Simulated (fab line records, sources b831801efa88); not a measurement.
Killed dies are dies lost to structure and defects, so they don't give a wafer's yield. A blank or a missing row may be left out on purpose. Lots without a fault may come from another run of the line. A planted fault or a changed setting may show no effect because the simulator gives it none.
Which tool did it? | flow sky130 | 11 lots, 33 wafers sampled, at 2 steps of a route of 708

WHAT THE GAUGES READ, wafer by wafer
SKY_METAL1_OVL_MEAS_16.
lot  | measured     | on         | METAL1_OVL (nm)
L111 | day 34 11:34 | overlay-01 | 4 -8 -5
L113 | day 35 19:49 | overlay-02 | 5 4 7
L115 | day 36 11:34 | overlay-02 | -6 -10 -4
L114 | day 36 14:34 | overlay-01 | 0 1 2
L120 | day 37 17:05 | overlay-01 | -3 1 0
L122 | day 38 08:17 | overlay-01 | 0 -1 -6
L123 | day 38 08:55 | overlay-02 | -8 -8 -8
L125 | day 38 20:49 | overlay-01 | -6 -8 -8
L126 | day 39 04:49 | overlay-01 | 3 3 3
L129 | day 39 20:09 | overlay-01 | -5 -4 -9
L128 | day 39 22:23 | overlay-02 | -2 -3 -1

WHICH TOOL RAN EACH LOT (tool, then ch and the chambers of the sampled wafers, then the start)
lot  | SKY_METAL1_SPUTTER_04
L111 | pvd_sputter-01, day 33 08:38
L113 | pvd_sputter-03, day 34 17:25
L115 | pvd_sputter-04, day 35 08:59
L114 | pvd_sputter-04, day 35 11:52
L120 | pvd_sputter-03, day 36 14:20
L122 | pvd_sputter-03, day 37 06:08
L123 | pvd_sputter-04, day 37 06:20
L125 | pvd_sputter-04, day 37 19:02
L126 | pvd_sputter-03, day 38 03:47
L129 | pvd_sputter-04, day 38 18:50
L128 | pvd_sputter-01, day 38 21:14
- SKY_METAL1_SPUTTER_04: material TiN, target thk 70 nm, time 58.3 s.

WHAT THE TOOLS THEMSELVES READ (means of the sampled wafers that have a number; where no wafer has one, the mark that the record gives instead)
SKY_METAL1_SPUTTER_04.
lot  | tool           | throttle_valve_pct (%)
L111 | pvd_sputter-01 | 29.7
L113 | pvd_sputter-03 | 30.2
L115 | pvd_sputter-04 | 30.2
L114 | pvd_sputter-04 | 29.7
L120 | pvd_sputter-03 | 31.0
L122 | pvd_sputter-03 | 30.6
L123 | pvd_sputter-04 | 30.1
L125 | pvd_sputter-04 | 30.2
L126 | pvd_sputter-03 | 30.5
L129 | pvd_sputter-04 | 30.7
L128 | pvd_sputter-01 | 28.8

THE ANSWER, worked out from the rows above alone
Rule: what is usual is taken from the lots themselves. Put in order of their means at a reading, lots are off if they are a third of the lots or fewer, leave a main group of 4 or more, and stand apart from it by a gap of 3 or more times the standard deviation of the main group's means; of several such gaps the widest counts. A main group whose means are all the same, to the digits that the tables above print for the reading, isn't used. A lot without any number at a reading at which 4 lots or more have one is off too. The other lots that the step has rows for count as sound. The gauges are gone through in route order, then the tools' own readings, and for those a lot's mean is taken as printed above. The first step at which some lot is off is used, and at that step the reading that is off furthest; a lot without a number counts as furthest.
No lot is off at any reading shown: from this, nothing can be told.

WHAT THE SIMULATOR HAD PUT IN
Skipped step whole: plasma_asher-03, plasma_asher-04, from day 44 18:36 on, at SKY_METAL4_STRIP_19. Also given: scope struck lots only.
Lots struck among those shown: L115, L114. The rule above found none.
